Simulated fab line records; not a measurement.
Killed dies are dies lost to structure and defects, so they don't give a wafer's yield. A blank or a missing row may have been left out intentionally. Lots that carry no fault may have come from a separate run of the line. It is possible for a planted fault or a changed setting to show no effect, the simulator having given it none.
fab line records	flow sky130
[record] lots = 13	wafers = 39	last_day = 50
route steps=708 shown SONOS_TUNNEL@166 SONOS_ONO@182 GATE_OXIDE@193 POLY_GATE@227 PAD_OPEN@708
lots that met no fault: taken from a fault-free run of the same line
start_h: start of the lot's first displayed wafer, in hours after the record's first day	wait_h: how many hours have passed since the lot's step before this one	" repeats the value in the row above	L1.1+2: several wafers, shown together as one row	- no value, or no start given	* or withheld: withheld	< > ~ a bound
route shown NAME@n: NAME is a module with steps in the file, n the number in the route of the first one	usual: average and standard deviation across the fault-free wafers	same: alike in all rows	chamber/n: place in a boat	sites: each site's reading	_std_site: the values' standard deviation	_edge_site: inner sites' mean taken away from outer sites' mean	radius_mm: for every site, how far away it sits from the centre of the wafer	mask NAME#n: copy n	behind: the most recent tool/chamber to have shaped the wafer	hold: cause of the lot's hold/its duration in hours/its outcome	device: transistor that didn't switch, given as n, p or np	end of line: the tests these same wafers got at the end of their route	a step given without rows: its recipe and nothing more	killed: at the first sort, the dies lost to defects and structure; wafer yield is something else	map: per-die view of a wafer (x killed, . not killed, _ where there is no die)
set.NAME: the run value of the setting; set.NAME@STEP: its run value at that earlier step	model.NAME: the simulator's own value behind a step, which no gauge read
the route's steps for a sample of lots (tables are steps, rows are wafers)
services: a tool's chamber out of use, with start hour (start_h, from the record's first day; less than 0 if before it), hours out, and reason
[[steps]]
[step SKY_SONOS_TUNNEL_TW_MEAS_12]
[usual] SONOS_TUNNEL_TW = 197.2/2
lot.wafer	tool	chamber	start_h	wait_h	SONOS_TUNNEL_TW
L178.1	film_metro-02	-	246.21	0.0	200.8
L178.2	"	-	"	"	198.5
L178.3	"	-	"	"	200.3
L179.1	film_metro-03	-	256.70	0.0	197.2
L179.3	"	-	"	"	197.8
L179.6	"	-	"	"	197.4
L182.1	film_metro-02	-	283.11	0.0	199.8
L182.2	"	-	"	"	199.8
L182.5	"	-	"	"	200.6
L184.1	film_metro-02	-	292.10	0.0	201.1
L184.2	"	-	"	"	200.1
L184.5	"	-	"	"	202.1
L185.1	film_metro-01	-	300.96	0.0	194.6
L185.2	"	-	"	"	195.0
L185.6	"	-	"	"	194.7
L186.1	film_metro-02	-	321.86	0.0	199.9
L186.3	"	-	"	"	198.9
L186.6	"	-	"	"	200.1
L188.3	film_metro-03	-	330.15	0.0	196.9
L188.4	"	-	"	"	196.8
L188.6	"	-	"	"	197.0
L187.3	film_metro-01	-	331.88	0.0	195.6
L187.4	"	-	"	"	195.5
L187.5	"	-	"	"	196.5
L192.3	film_metro-02	-	360.71	0.0	198.3
L192.4	"	-	"	"	199.4
L192.6	"	-	"	"	198.5
L195.2	film_metro-03	-	380.94	0.0	198.5
L195.4	"	-	"	"	198.1
L195.6	"	-	"	"	197.8
L198.2	film_metro-03	-	407.18	0.0	196.7
L198.3	"	-	"	"	196.4
L198.5	"	-	"	"	197.1
L197.1	film_metro-02	-	414.48	0.0	199.4
L197.3	"	-	"	"	200.2
L197.5	"	-	"	"	200.2
L200.1	film_metro-03	-	421.84	0.0	197.7
L200.2	"	-	"	"	197.3
L200.4	"	-	"	"	197.5
[step SKY_SONOS_ONO_OVL_MEAS_14]
[usual] SONOS_ONO_OVL = -1.1/1.4
lot.wafer	tool	chamber	start_h	wait_h	SONOS_ONO_OVL[nm]
L178.1	overlay-02	-	276.24	0.1	-0.7
L178.2	"	-	"	"	-0.4
L178.3	"	-	"	"	-2.2
L179.1	overlay-02	-	285.28	0.1	-2.7
L179.3	"	-	"	"	-2.0
L179.6	"	-	"	"	-1.0
L182.1	overlay-01	-	312.84	0.1	-0.5
L182.2	"	-	"	"	0.7
L182.5	"	-	"	"	-0.3
L184.1	overlay-02	-	322.23	0.1	-1.5
L184.2	"	-	"	"	0.7
L184.5	"	-	"	"	-0.2
L185.1	overlay-01	-	333.03	0.1	0.6
L185.2	"	-	"	"	-1.3
L185.6	"	-	"	"	0.9
L186.1	overlay-01	-	358.28	0.1	-1.1
L186.3	"	-	"	"	-2.2
L186.6	"	-	"	"	-2.3
L188.3	overlay-02	-	362.89	0.1	-2.8
L188.4	"	-	"	"	-1.8
L188.6	"	-	"	"	-2.6
L187.3	overlay-01	-	366.09	0.1	1.2
L187.4	"	-	"	"	-0.9
L187.5	"	-	"	"	-0.3
L192.3	overlay-01	-	396.30	0.1	-0.5
L192.4	"	-	"	"	0.1
L192.6	"	-	"	"	0.3
L195.2	overlay-01	-	416.19	0.1	0.1
L195.4	"	-	"	"	-1.1
L195.6	"	-	"	"	-0.7
L198.2	overlay-02	-	442.24	0.1	-0.4
L198.3	"	-	"	"	0.6
L198.5	"	-	"	"	-0.5
L197.1	overlay-02	-	449.98	0.1	-2.0
L197.3	"	-	"	"	-1.9
L197.5	"	-	"	"	-2.2
L200.1	overlay-02	-	458.83	0.1	1.5
L200.2	"	-	"	"	-0.3
L200.4	"	-	"	"	-1.9
[step SKY_GATE_OXIDE_SOFTBAKE_06]
[recipe] temp_c = 90	time_s = 60	resist = NOVOLAK
[usual] heater_power_total_W = 56.59/0.047	plate_temp_C = 90.01/0.12
lot.wafer	tool	chamber	start_h	wait_h	heater_power_total_W	plate_temp_C
L178.1	litho_track-01	0	291.97	0.1	56.59	90.04
L178.2	"	0	"	"	56.59	90.14
L178.3	"	0	"	"	56.62	90.25
L179.1	litho_track-04	0	299.61	0.1	56.56	90.01
L179.3	"	0	"	"	56.65	90.07
L179.6	"	0	"	"	56.55	89.88
L182.1	litho_track-02	0	329.14	0.1	56.63	89.96
L182.2	"	0	"	"	56.73	90.09
L182.5	"	0	"	"	56.65	90.02
L184.1	litho_track-01	0	338.32	0.1	56.57	90.02
L184.2	"	0	"	"	56.61	89.89
L184.5	"	0	"	"	56.56	89.76
L185.1	litho_track-01	0	348.62	0.1	67.19	101.91
L185.2	"	0	"	"	67.34	101.63
L185.6	"	0	"	"	67.35	101.69
L186.1	litho_track-04	0	374.71	0.1	56.47	90.11
L186.3	"	0	"	"	56.58	90.02
L186.6	"	0	"	"	56.62	89.76
L188.3	litho_track-01	0	379.42	0.1	67.35	101.99
L188.4	"	0	"	"	67.28	102.11
L188.6	"	0	"	"	67.33	101.89
L187.3	litho_track-04	0	382.66	0.1	56.55	89.96
L187.4	"	0	"	"	56.47	89.83
L187.5	"	0	"	"	56.61	90.04
L192.3	litho_track-04	0	413.66	0.1	56.58	89.90
L192.4	"	0	"	"	56.69	89.92
L192.6	"	0	"	"	56.63	89.85
L195.2	litho_track-02	0	433.51	0.1	56.60	90.01
L195.4	"	0	"	"	56.55	89.98
L195.6	"	0	"	"	56.69	90.08
L198.2	litho_track-01	0	459.99	0.1	56.63	90.19
L198.3	"	0	"	"	56.61	90.21
L198.5	"	0	"	"	56.60	90.39
L197.1	litho_track-01	0	467.62	0.1	56.54	89.95
L197.3	"	0	"	"	56.54	90.01
L197.5	"	0	"	"	56.53	89.95
L200.1	litho_track-01	0	476.17	0.1	56.60	89.94
L200.2	"	0	"	"	56.69	89.88
L200.4	"	0	"	"	56.56	89.90
[step SKY_GATE_OXIDE_STRIP_13]
[recipe] chemistry = O2/N2	power_w = 1400	pressure_mtorr = 1500	platen_temp_c = withheld	o2_flow_sccm = 3000	n2_flow_sccm = 300	overash_fraction = 0.5
[usual] chamber_pressure_mTorr = 1500.1/1.4	drypump_motor_current_A = 5.7/0.48	oes_product_au = 0.716/0.0046	strip_time_to_endpoint_s = 14.18/0.043
lot.wafer	tool	chamber	start_h	wait_h	chamber_pressure_mTorr	drypump_motor_current_A	oes_product_au	rf_hours_counter_h	strip_time_to_endpoint_s
L178.1	plasma_asher-03	1	304.55	0.0	1500.7	6.1	0.724	65	14.18
L178.2	"	0	"	"	1498.1	5.7	0.717	65	14.14
L178.3	"	0	"	"	1497.4	5.7	0.723	-	14.15
L179.1	plasma_asher-02	1	312.83	0.0	1498.8	5.8	0.717	18	14.26
L179.3	"	1	"	"	1499.7	5.8	0.725	-	14.23
L179.6	"	1	"	"	1500.2	5.8	0.714	-	14.18
L182.1	plasma_asher-03	1	343.04	0.0	1499.8	6.2	0.719	69	14.22
L182.2	"	0	"	"	1500.0	5.6	0.721	69	14.17
L182.5	"	1	"	"	1498.5	6.2	0.720	-	14.20
L184.1	plasma_asher-03	1	352.41	0.0	1501.9	6.1	0.715	70	14.16
L184.2	"	0	"	"	1498.8	5.7	0.708	70	14.13
L184.5	"	0	"	"	1502.3	5.7	0.714	-	14.16
L185.1	plasma_asher-02	1	361.96	0.0	1499.2	5.8	0.717	22	13.75
L185.2	"	0	"	"	1498.8	4.8	0.724	22	13.73
L185.6	"	0	"	"	1499.5	4.8	0.711	-	13.74
L186.1	plasma_asher-02	1	388.47	0.0	1500.3	5.8	0.717	25	14.18
L186.3	"	1	"	"	1496.2	5.8	0.719	-	14.19
L186.6	"	0	"	"	1503.5	4.8	0.714	-	14.17
L188.3	plasma_asher-02	1	393.83	0.0	1499.2	5.8	0.717	-	13.75
L188.4	"	0	"	"	1499.7	4.8	0.726	-	13.75
L188.6	"	0	"	"	1498.6	4.8	0.717	-	13.78
L187.3	plasma_asher-01	1	397.60	0.0	1499.1	5.7	0.712	-	14.20
L187.4	"	0	"	"	1500.2	6.3	0.716	-	14.17
L187.5	"	0	"	"	1499.3	6.3	0.725	-	14.20
L192.3	plasma_asher-03	1	429.59	0.0	1501.0	6.1	0.709	-	14.29
L192.4	"	0	"	"	1499.9	5.7	0.713	-	14.29
L192.6	"	0	"	"	1498.7	5.7	0.724	-	14.23
L195.2	plasma_asher-01	0	448.81	0.0	1500.2	6.3	0.723	64	14.18
L195.4	"	1	"	"	1504.4	5.6	0.713	-	14.16
L195.6	"	0	"	"	1497.0	6.3	0.717	-	14.22
L198.2	plasma_asher-01	0	475.35	0.0	1501.2	6.3	0.720	66	14.15
L198.3	"	1	"	"	1499.1	5.6	0.717	-	14.19
L198.5	"	0	"	"	1501.5	6.3	0.710	-	14.19
L197.1	plasma_asher-01	0	483.05	0.0	1501.2	6.3	0.718	67	14.19
L197.3	"	1	"	"	1502.7	5.6	0.714	-	14.23
L197.5	"	1	"	"	1500.0	5.7	0.719	-	14.15
L200.1	plasma_asher-02	0	492.43	0.0	1499.9	4.8	0.714	34	14.23
L200.2	"	1	"	"	1499.4	5.8	0.710	34	14.26
L200.4	"	1	"	"	1498.7	5.8	0.719	-	14.27
[step SKY_POLY_GATE_CD_MEAS_13]
[recipe] target_cd_nm = 150
[usual] cd_nm = 149.9/1.2
lot.wafer	tool	chamber	start_h	wait_h	cd_nm
L178.1	cd_sem-01	-	368.61	-	150.9
L178.2	"	-	"	"	151.3
L178.3	"	-	"	"	150.5
L179.1	cd_sem-01	-	374.44	-	149.9
L179.3	"	-	"	"	149.6
L179.6	"	-	"	"	148.8
L182.1	cd_sem-01	-	407.11	-	149.7
L182.2	"	-	"	"	147.9
L182.5	"	-	"	"	148.5
L184.1	cd_sem-02	-	416.57	-	150.3
L184.2	"	-	"	"	149.6
L184.5	"	-	"	"	150.9
L185.1	cd_sem-01	-	426.07	-	150.1
L185.2	"	-	"	"	151.0
L185.6	"	-	"	"	152.6
L186.1	cd_sem-01	-	455.39	-	148.7
L186.3	"	-	"	"	150.8
L186.6	"	-	"	"	149.8
L188.3	cd_sem-02	-	459.70	-	151.9
L188.4	"	-	"	"	152.7
L188.6	"	-	"	"	152.4
L187.3	cd_sem-01	-	465.55	-	148.4
L187.4	"	-	"	"	148.5
L187.5	"	-	"	"	149.2
L192.3	cd_sem-01	-	497.15	-	148.4
L192.4	"	-	"	"	147.3
L192.6	"	-	"	"	150.2
L195.2	cd_sem-01	-	517.73	-	152.1
L195.4	"	-	"	"	149.4
L195.6	"	-	"	"	150.3
L198.2	cd_sem-02	-	541.01	-	150.4
L198.3	"	-	"	"	148.9
L198.5	"	-	"	"	149.2
L197.1	cd_sem-02	-	550.62	-	150.4
L197.3	"	-	"	"	149.1
L197.5	"	-	"	"	151.3
L200.1	cd_sem-01	-	557.42	-	151.7
L200.2	"	-	"	"	151.6
L200.4	"	-	"	"	151.2
[step SKY_PAD_OPEN_PROBE_99]
[usual] killed_at_M0_to_M3 = 43/7.2	killed_at_M4_up = 3.2/1.8	killed_at_contacts = 23/5.6	killed_at_front_end = 15/4.6	killed_at_other = 0.3/0.71	killed_dies = 85/10	killed_open = 46/7.8	killed_short = 38/6.5
[same] gross_dies = 492	killed_at_back_side = 0
lot.wafer	tool	chamber	start_h	wait_h	killed_at_M0_to_M3	killed_at_M4_up	killed_at_contacts	killed_at_front_end	killed_at_other	killed_dies	killed_open	killed_short
L184.1	prober-02	-	1108.87	0.1	36	2	17	8	0	63	38	25
L184.2	prober-02	-	1108.92	0.1	54	3	20	14	0	91	49	41
L184.5	prober-02	-	1109.07	0.2	61	3	26	9	0	99	57	42
L187.3	prober-02	-	1139.29	0.2	44	4	22	17	0	87	42	45
L187.4	prober-02	-	1139.34	0.2	40	4	19	16	1	80	32	46
L187.5	prober-02	-	1139.39	0.2	44	3	24	19	0	90	41	49
L198.2	prober-02	-	1184.43	0.1	38	6	29	16	0	89	52	37
L198.3	prober-02	-	1184.48	0.2	54	6	28	18	0	106	64	41
L198.5	prober-02	-	1184.58	0.2	47	2	22	11	0	82	48	33
// killed by level:class
L184.1 VIA1:geometric_particle:open=10 CONTACT:geometric_particle:open=6 VIA2:geometric_particle:open=6 LI_CONTACT:geometric_particle:open=4 LOCAL_INTERCONNECT:geometric_particle:short=4 METAL3:geometric_particle:short=4 VIA2:geometric_particle:short=3 METAL1:geometric_particle:short=3
L184.2 VIA1:geometric_particle:open=9 LI_CONTACT:geometric_particle:open=8 VIA2:geometric_particle:open=8 METAL1:geometric_particle:short=7 CONTACT:geometric_particle:open=6 VIA1:geometric_particle:short=6 METAL2:geometric_particle:short=5 FIELD_ISO:geometric_particle:open=4
L184.5 VIA1:geometric_particle:open=15 VIA2:geometric_particle:open=14 VIA3:geometric_particle:open=9 CONTACT:geometric_particle:short=8 LI_CONTACT:geometric_particle:open=7 CONTACT:geometric_particle:open=7 VIA1:geometric_particle:short=6 METAL2:geometric_particle:short=6
L187.3 CONTACT:geometric_particle:open=9 FIELD_ISO:geometric_particle:short=7 VIA3:geometric_particle:open=7 METAL1:geometric_particle:short=6 VIA3:geometric_particle:short=5 LOCAL_INTERCONNECT:geometric_particle:short=5 VIA1:geometric_particle:open=5 METAL2:geometric_particle:short=5
L187.4 VIA1:geometric_particle:short=9 CONTACT:geometric_particle:short=7 METAL1:geometric_particle:short=6 VIA1:geometric_particle:open=6 CONTACT:geometric_particle:open=5 LI_CONTACT:geometric_particle:open=5 FIELD_ISO:geometric_particle:short=4 VIA2:geometric_particle:open=4
L187.5 METAL2:geometric_particle:short=10 VIA3:geometric_particle:open=8 LI_CONTACT:geometric_particle:short=7 LI_CONTACT:geometric_particle:open=7 CONTACT:geometric_particle:short=5 VIA1:geometric_particle:open=5 VIA1:geometric_particle:short=5 SPACER:geometric_particle:open=4
L198.2 CONTACT:geometric_particle:open=13 VIA1:geometric_particle:open=10 LI_CONTACT:geometric_particle:open=8 VIA3:geometric_particle:open=7 METAL1:geometric_particle:short=5 VIA1:geometric_particle:short=5 FIELD_ISO:geometric_particle:short=4 FIELD_ISO:geometric_particle:open=4
L198.3 CONTACT:geometric_particle:open=13 VIA3:geometric_particle:open=11 VIA1:geometric_particle:open=9 VIA2:geometric_particle:open=8 METAL2:geometric_particle:short=7 LI_CONTACT:geometric_particle:open=7 METAL1:geometric_particle:short=6 FIELD_ISO:geometric_particle:short=5
L198.5 VIA1:geometric_particle:open=12 VIA3:geometric_particle:open=8 CONTACT:geometric_particle:open=7 LI_CONTACT:geometric_particle:open=6 METAL3:geometric_particle:short=6 VIA2:geometric_particle:open=6 METAL2:geometric_particle:short=5 POLY_GATE:geometric_particle:open=4
[[services]]
tool	chamber	start_h	hours	kind
plasma_asher-02	-	282.42	6.6	repair
plasma_asher-02	-	310.47	1.7	repair
plasma_asher-02	-	324.24	2.8	pm
plasma_asher-01	-	328.39	4.3	pm
plasma_asher-02	-	332.69	6.3	repair
plasma_asher-02	-	435.17	6.6	repair
[[key]]
[first_sign] step = SKY_GATE_OXIDE_SOFTBAKE_06	reading = heater_power_total_W	direction = up	sigmas = 99+	usual = *	struck = *
[effect] step = SKY_GATE_OXIDE_SOFTBAKE_06	reading = plate_temp_C	direction = up	sigmas = 99+	usual = *	struck = *
[effect] step = SKY_GATE_OXIDE_STRIP_13	reading = strip_time_to_endpoint_s	direction = down	sigmas = 10	usual = *	struck = *
met_at SKY_GATE_OXIDE_SOFTBAKE_06
struck_lots L185,L188
rows_end L185.6
tester_left_out L185,L188
not_acting_at SKY_SONOS_TUNNEL_TW_MEAS_12,SKY_SONOS_ONO_OVL_MEAS_14,SKY_POLY_GATE_CD_MEAS_13
onset_between 338.32 348.62
[fault] kind = process_parameter_drift	tool = litho_track-01	chamber = -	onset_h = 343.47	steps = SKY_GATE_OXIDE_SOFTBAKE_06	channel = temp_c	offset = *	shape = step	end_h = 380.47	acts_in = *	stated = *
// tester_left_out: of these lots the tester's yield and bins aren't shown, on N5 and GAA mostly nor the transistor test; their killed dies are dies lost to structure and defects alone, not to doping, threshold or leakage, so they don't give the yield
// rows_end: these wafers met a further fault down the route, and their rows from its step on are left out
